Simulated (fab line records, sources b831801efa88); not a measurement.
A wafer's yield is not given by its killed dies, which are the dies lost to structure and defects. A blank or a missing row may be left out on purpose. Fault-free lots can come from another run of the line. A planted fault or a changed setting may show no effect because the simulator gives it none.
Which of the tools did it? -- flow sfq_line -- route of 325 steps, sampled at 1 step: 14 lots, 42 wafers

== WHAT THE GAUGES SHOWED, per wafer ==
The record holds no reading of a measuring or inspecting step that can be judged against a usual standard deviation.

== WHAT TOOL EACH LOT RAN ON (gives the tool, then ch and the chambers of the sampled wafers, and finally the start) ==
lot,SFQ_TRILAYER_I2_VIA_LITHO_PEB_070
L801,"litho_track-02 ch 0, day 35 06:03"
L803,"litho_track-01 ch 0, day 38 06:32"
L805,"litho_track-03 ch 0, day 39 03:13"
L807,"litho_track-03 ch 0, day 39 14:56"
L808,"litho_track-02 ch 0, day 40 00:30"
L809,"litho_track-03 ch 0, day 40 02:54"
L810,"litho_track-02 ch 0, day 40 07:44"
L814,"litho_track-03 ch 0, day 41 06:28"
L817,"litho_track-02 ch 0, day 43 00:47"
L818,"litho_track-03 ch 0, day 43 04:23"
L819,"litho_track-03, day 43 16:58"
L820,"litho_track-01, day 49 11:14"
L823,"litho_track-03 ch 0, day 50 08:28"
L824,"litho_track-03 ch 0, day 50 14:30"
- SFQ_TRILAYER_I2_VIA_LITHO_PEB_070: peb time 60 s.

== AS READ BY THE TOOLS THEMSELVES (means over the sampled wafers that have a number; for cases with no such wafer, the mark the record gives instead) ==
SFQ_TRILAYER_I2_VIA_LITHO_PEB_070. Usual: chill_plate_temp_C 23.00 C, standard deviation 0.096; exhaust_pa 45.0 Pa, standard deviation 1.1.
lot,tool,chill_plate_temp_C (C),exhaust_pa (Pa),flag
L801,litho_track-02,23.06,45.6,
L803,litho_track-01,23.01,45.1,
L805,litho_track-03,22.99,44.9,
L807,litho_track-03,22.90,43.3,
L808,litho_track-02,22.98,44.4,
L809,litho_track-03,23.10,44.5,
L810,litho_track-02,23.05,43.9,
L814,litho_track-03,23.04,45.7,
L817,litho_track-02,23.08,45.2,
L818,litho_track-03,22.83,46.3,
L819,litho_track-03,-,-,OFF
L820,litho_track-01,-,-,OFF
L823,litho_track-03,23.02,43.3,
L824,litho_track-03,23.06,44.1,

== THE ANSWER, worked out from the rows above alone ==
Rule: a lot counts as off when the mean over its wafers that have a number is more than 3 standard deviations away from the usual mean. A lot without any number at a reading at which 4 lots or more have one is off too. The other lots that the step has rows for count as sound. The gauges are gone through in route order, then the tools' own readings, and for those a lot's mean is taken as printed above. The first step at which some lot is off is used, and at that step the reading that is off furthest; a lot without a number counts as furthest.
Off, at SFQ_TRILAYER_I2_VIA_LITHO_PEB_070 on chill_plate_temp_C: L819, L820. Without a number there: L819, L820.
A tool fits if, at that step or a process step before it, it ran every lot that is off, and no sound lot after the first of them. Of those tried, none fits.

== WHAT THE SIMULATOR HAD PUT IN ==
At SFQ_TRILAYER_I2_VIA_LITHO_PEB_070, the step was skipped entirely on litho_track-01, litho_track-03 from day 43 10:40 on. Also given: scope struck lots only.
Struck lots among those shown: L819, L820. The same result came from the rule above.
